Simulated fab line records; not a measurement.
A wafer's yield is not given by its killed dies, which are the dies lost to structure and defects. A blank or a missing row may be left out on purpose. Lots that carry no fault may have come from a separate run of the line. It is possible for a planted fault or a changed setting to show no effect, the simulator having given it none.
fab line records ; flow gf180mcu
record: lots: 15; wafers: 45; last-day: 34
route steps=602 shown V2@399 M3@421
lots that met no fault: taken from a fault-free run of the same line
start-h: the number of hours between the record's first day and the start of the first shown wafer of the lot ; wait-h: how many hours have passed since the lot's step before this one ; " unchanged from the row above ; L1.1+2: a single row standing in for several wafers ; - value missing, or start not given ; * or withheld: withheld ; < > ~ a bound
route shown NAME@n: names a module that has steps shown in the file, with the first one's number in the route ; usual: mean and standard deviation over wafers with no fault ; same: alike in all rows ; chamber/n: place in a boat ; sites: readings site by site ; _std_site: standard deviation across them ; _edge_site: inner sites' mean taken away from outer sites' mean ; radius-mm: for every site, how far away it sits from the centre of the wafer ; mask NAME#n: copy n ; behind: tool/chamber where the wafer was last shaped ; hold: why the lot went on hold/how many hours it stayed there/how the hold came to an end ; device: the n, p or np transistor that did not switch ; end of line: the same wafers' tests at the end of the route ; a step without rows: its recipe alone ; killed: not the wafer's yield, but the dies lost to structure and defects at the first sort ; map: the dies of a wafer, with x for killed, . for not killed, _ for no die there
set.NAME: setting as actually run; set.NAME@STEP: the setting as run at that earlier step ; model.NAME: the simulator's own value behind a step, which no gauge read
one table for each step of the route and one row for each wafer, over a sample of lots
services: the hour from which a tool's chamber was out of use, counted from the record's first day as start-h (under 0 if before that day), plus the number of hours and why
== steps ==
step: GF_V2_ETCH_17
recipe: chemistry: C4F8/O2/Ar; mask-material: KrF; target: SiO2; stop-on: TiN; source-w: 1500; bias-w: 1200; pressure-mtorr: 40; c4f8-flow-sccm: withheld; O2_flow_sccm: 6; Ar_flow_sccm: 300; time-s: withheld; target-depth-a: 6300
usual: oes-product-au: 0.856/0.0046
lot.wafer;tool;chamber;start-h;wait-h;oes-product-au
L291.2;rie-diel-01;3;-;-;0.860
L291.4;rie-diel-01;1;-;-;0.864
L291.5;rie-diel-01;1;-;-;0.854
L292.1;rie-diel-03;1;-;-;0.852
L292.4;rie-diel-03;3;-;-;0.854
L292.5;rie-diel-03;1;-;-;0.852
L293.1;rie-diel-04;0;-;-;0.863
L293.2;rie-diel-04;3;-;-;0.853
L293.5;rie-diel-04;3;-;-;0.853
L294.1;rie-diel-03;0;-;-;0.860
L294.2;rie-diel-03;3;-;-;0.850
L294.6;rie-diel-03;0;-;-;0.866
L296.3;rie-diel-04;0;-;-;0.868
L296.5;rie-diel-04;0;-;-;0.861
L296.6;rie-diel-04;2;-;-;0.847
L297.1;rie-diel-01;3;-;-;0.858
L297.2;rie-diel-01;1;-;-;0.854
L297.6;rie-diel-01;1;-;-;0.852
L299.1;rie-diel-04;1;-;-;0.854
L299.3;rie-diel-04;0;-;-;0.852
L299.5;rie-diel-04;1;-;-;0.854
L303.2;rie-diel-04;2;-;-;0.861
L303.3;rie-diel-04;1;-;-;0.861
L303.6;rie-diel-04;1;-;-;0.853
L304.1;rie-diel-03;0;-;-;0.860
L304.2;rie-diel-03;3;-;-;0.855
L304.5;rie-diel-03;3;-;-;0.863
L305.1;rie-diel-04;0;-;-;0.854
L305.5;rie-diel-04;3;-;-;0.852
L305.6;rie-diel-04;0;-;-;0.849
L309.1;rie-diel-04;2;-;-;0.865
L309.2;rie-diel-04;3;-;-;0.857
L309.5;rie-diel-04;2;-;-;0.853
L310.1;rie-diel-01;2;-;-;0.853
L310.3;rie-diel-01;0;-;-;0.862
L310.4;rie-diel-01;1;-;-;0.856
L311.1;rie-diel-04;2;-;-;0.852
L311.4;rie-diel-04;3;-;-;0.852
L311.5;rie-diel-04;1;-;-;0.862
L312.1;rie-diel-01;1;-;-;0.853
L312.2;rie-diel-01;0;-;-;0.859
L312.3;rie-diel-01;2;-;-;0.861
L313.4;rie-diel-01;2;-;-;0.848
L313.5;rie-diel-01;3;-;-;0.858
L313.6;rie-diel-01;0;-;-;0.870
step: GF_V2_THK_MEAS_25
recipe: thk-meas-gauge: xrf; reads: W_of_V2_CVD_23
usual: V2_W_THK: 356/6.6
lot.wafer;tool;chamber;start-h;wait-h;V2_W_THK[nm]
L291.2;film-metro-02;-;472.58;0.1;358
L291.4;film-metro-02;-;472.58;0.1;361
L291.5;film-metro-02;-;472.58;0.1;353
L292.1;film-metro-02;-;482.62;0.1;367
L292.4;film-metro-02;-;482.62;0.1;360
L292.5;film-metro-02;-;482.62;0.1;355
L293.1;film-metro-04;-;500.67;0.1;343
L293.2;film-metro-04;-;500.67;0.1;345
L293.5;film-metro-04;-;500.67;0.1;345
L294.1;film-metro-01;-;506.97;0.1;360
L294.2;film-metro-01;-;506.97;0.1;356
L294.6;film-metro-01;-;506.97;0.1;360
L296.3;film-metro-02;-;522.84;0.1;368
L296.5;film-metro-02;-;522.84;0.1;360
L296.6;film-metro-02;-;522.84;0.1;366
L297.1;film-metro-04;-;527.22;0.1;348
L297.2;film-metro-04;-;527.22;0.1;355
L297.6;film-metro-04;-;527.22;0.1;348
L299.1;film-metro-04;-;545.89;0.1;349
L299.3;film-metro-04;-;545.89;0.1;350
L299.5;film-metro-04;-;545.89;0.1;350
L303.2;film-metro-02;-;577.93;0.1;361
L303.3;film-metro-02;-;577.93;0.1;363
L303.6;film-metro-02;-;577.93;0.1;363
L304.1;film-metro-01;-;585.52;0.1;357
L304.2;film-metro-01;-;585.52;0.1;355
L304.5;film-metro-01;-;585.52;0.1;353
L305.1;film-metro-01;-;595.56;0.1;352
L305.5;film-metro-01;-;595.56;0.1;354
L305.6;film-metro-01;-;595.56;0.1;353
L309.1;film-metro-02;-;625.45;0.1;360
L309.2;film-metro-02;-;625.45;0.1;363
L309.5;film-metro-02;-;625.45;0.1;362
L310.1;film-metro-04;-;627.53;0.1;349
L310.3;film-metro-04;-;627.53;0.1;341
L310.4;film-metro-04;-;627.53;0.1;348
L311.1;film-metro-01;-;637.13;0.1;355
L311.4;film-metro-01;-;637.13;0.1;352
L311.5;film-metro-01;-;637.13;0.1;355
L312.1;film-metro-04;-;639.00;0.1;352
L312.2;film-metro-04;-;639.00;0.1;350
L312.3;film-metro-04;-;639.00;0.1;348
L313.4;film-metro-01;-;645.52;0.1;356
L313.5;film-metro-01;-;645.52;0.1;356
L313.6;film-metro-01;-;645.52;0.1;351
step: GF_M3_PEB_12
recipe: peb-temp-c: 135; peb-time-s: 90; resist: KrF
usual: chill-plate-temp-C: 22.98/0.11; exhaust-pa: 44.9/0.91
lot.wafer;tool;chamber;start-h;wait-h;chill-plate-temp-C;exhaust-pa
L291.2;litho-track-04;0;496.46;-;22.97;46.2
L291.4;litho-track-04;0;496.46;-;22.98;45.4
L291.5;litho-track-04;0;496.46;-;22.92;44.6
L292.1;litho-track-02;0;506.52;-;23.04;45.1
L292.4;litho-track-02;0;506.52;-;23.07;45.0
L292.5;litho-track-02;0;506.52;-;23.11;46.4
L293.1;litho-track-02;0;523.92;-;22.97;45.6
L293.2;litho-track-02;0;523.92;-;23.06;46.7
L293.5;litho-track-02;0;523.92;-;23.01;46.9
L294.1;litho-track-04;0;530.02;-;22.98;44.8
L294.2;litho-track-04;0;530.02;-;22.99;43.3
L294.6;litho-track-04;0;530.02;-;22.87;45.1
L296.3;litho-track-02;0;545.74;-;23.20;44.1
L296.5;litho-track-02;0;545.74;-;23.23;44.4
L296.6;litho-track-02;0;545.74;-;23.22;45.9
L297.1;litho-track-03;0;549.79;-;22.94;44.7
L297.2;litho-track-03;0;549.79;-;23.04;45.8
L297.6;litho-track-03;0;549.79;-;22.98;44.7
L299.1;litho-track-02;0;568.27;-;22.78;44.2
L299.3;litho-track-02;0;568.27;-;22.77;45.3
L299.5;litho-track-02;0;568.27;-;22.92;44.4
L303.2;litho-track-02;-;599.30;-;-;-
L303.3;litho-track-02;-;599.30;-;-;-
L303.6;litho-track-02;-;599.30;-;-;-
L304.1;litho-track-02;-;606.62;-;-;-
L304.2;litho-track-02;-;606.62;-;-;-
L304.5;litho-track-02;-;606.62;-;-;-
L305.1;litho-track-03;-;616.99;-;-;-
L305.5;litho-track-03;-;616.99;-;-;-
L305.6;litho-track-03;-;616.99;-;-;-
L309.1;litho-track-04;0;645.32;-;22.95;44.3
L309.2;litho-track-04;0;645.32;-;22.85;45.4
L309.5;litho-track-04;0;645.32;-;22.94;44.9
L310.1;litho-track-02;0;647.52;-;23.00;44.1
L310.3;litho-track-02;0;647.52;-;23.02;45.3
L310.4;litho-track-02;0;647.52;-;23.07;45.4
L311.1;litho-track-04;0;656.82;-;22.89;45.0
L311.4;litho-track-04;0;656.82;-;22.96;45.3
L311.5;litho-track-04;0;656.82;-;23.07;44.0
L312.1;litho-track-03;0;658.84;-;23.05;44.3
L312.2;litho-track-03;0;658.84;-;22.98;45.5
L312.3;litho-track-03;0;658.84;-;23.01;44.4
L313.4;litho-track-04;0;665.57;-;22.97;43.7
L313.5;litho-track-04;0;665.57;-;23.13;43.8
L313.6;litho-track-04;0;665.57;-;22.82;42.9
step: GF_M3_OVL_MEAS_15
usual: M3_OVL: -2/5.7
lot.wafer;tool;chamber;start-h;wait-h;M3_OVL[nm]
L291.2;overlay-01;-;496.90;0.1;-10
L291.4;overlay-01;-;496.90;0.1;4
L291.5;overlay-01;-;496.90;0.1;1
L292.1;overlay-02;-;506.99;0.1;-4
L292.4;overlay-02;-;506.99;0.1;6
L292.5;overlay-02;-;506.99;0.1;-4
L293.1;overlay-02;-;524.39;0.1;-8
L293.2;overlay-02;-;524.39;0.1;-5
L293.5;overlay-02;-;524.39;0.1;-7
L294.1;overlay-02;-;530.49;0.1;-2
L294.2;overlay-02;-;530.49;0.1;1
L294.6;overlay-02;-;530.49;0.1;-4
L296.3;overlay-02;-;546.15;0.1;5
L296.5;overlay-02;-;546.15;0.1;0
L296.6;overlay-02;-;546.15;0.1;7
L297.1;overlay-01;-;550.26;0.1;-8
L297.2;overlay-01;-;550.26;0.1;-5
L297.6;overlay-01;-;550.26;0.1;-1
L299.1;overlay-01;-;568.74;0.1;2
L299.3;overlay-01;-;568.74;0.1;10
L299.5;overlay-01;-;568.74;0.1;1
L303.2;overlay-02;-;599.75;0.1;-
L303.3;overlay-02;-;599.75;0.1;-
L303.6;overlay-02;-;599.75;0.1;-
L304.1;overlay-01;-;607.09;0.1;-
L304.2;overlay-01;-;607.09;0.1;-
L304.5;overlay-01;-;607.09;0.1;-
L305.1;overlay-01;-;617.46;0.1;-
L305.5;overlay-01;-;617.46;0.1;-
L305.6;overlay-01;-;617.46;0.1;-
L309.1;overlay-02;-;645.79;0.1;-7
L309.2;overlay-02;-;645.79;0.1;-6
L309.5;overlay-02;-;645.79;0.1;-11
L310.1;overlay-02;-;647.99;0.1;0
L310.3;overlay-02;-;647.99;0.1;0
L310.4;overlay-02;-;647.99;0.1;1
L311.1;overlay-02;-;657.29;0.1;8
L311.4;overlay-02;-;657.29;0.1;-1
L311.5;overlay-02;-;657.29;0.1;11
L312.1;overlay-02;-;659.31;0.1;-5
L312.2;overlay-02;-;659.31;0.1;-7
L312.3;overlay-02;-;659.31;0.1;-1
L313.4;overlay-01;-;665.96;0.1;3
L313.5;overlay-01;-;665.96;0.1;-3
L313.6;overlay-01;-;665.96;0.1;-2
== services ==
tool;chamber;start-h;hours;kind
rie-diel-03;0;449.41;1.4;repair
litho-track-02;-;449.47;-;consumable-replace:filter
rie-diel-01;-;456.59;0.4;repair
rie-diel-04;-;463.58;14.6;pm
litho-track-04;-;473.46;-;consumable-replace:filter
rie-diel-03;0;481.58;6.4;repair
rie-diel-03;1;488.29;9.8;repair
rie-diel-03;3;510.46;-;clean
rie-diel-03;3;510.46;24.6;scheduled-down
rie-diel-03;3;510.46;24.6;vent-cycle
rie-diel-03;0;514.65;14.2;repair
rie-diel-01;0;515.56;8.3;repair
rie-diel-04;1;516.08;8.9;repair
rie-diel-04;0;541.03;2.7;repair
rie-diel-01;-;575.93;15.6;pm
rie-diel-03;2;589.66;5.2;repair
rie-diel-01;3;602.71;3.0;repair
rie-diel-01;-;633.67;2.8;pm
rie-diel-04;3;642.11;10.1;repair
rie-diel-01;2;660.76;7.1;repair
== key ==
first-sign: step: GF_M3_PEB_12; reading: tool-record; direction: missing
effect none on later readings
met-at GF_M3_PEB_12
struck-lots L303,L304,L305
later-rows-left-out L303.2,L303.3,L303.6,L304.1,L304.2,L304.5,L305.1,L305.5,L305.6
sort-left-out L303.2,L303.3,L303.6,L304.1,L304.2,L304.5,L305.1,L305.5,L305.6
not-acting-at GF_V2_ETCH_17,GF_V2_THK_MEAS_25,GF_M3_OVL_MEAS_15
onset-between 568.27 599.30
fault: kind: skipped-step-whole; tool: litho-track-02,litho-track-03; chamber: -; onset-h: 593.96; steps: GF_M3_PEB_12; scope: struck-lots-only
sort-left-out: the simulated sort isn't trusted on such a fault, so these wafers' sort isn't shown, and their yield isn't known
later-rows-left-out: the simulator's readings of these wafers behind a module that went badly wrong aren't trusted and aren't shown, but for the sort
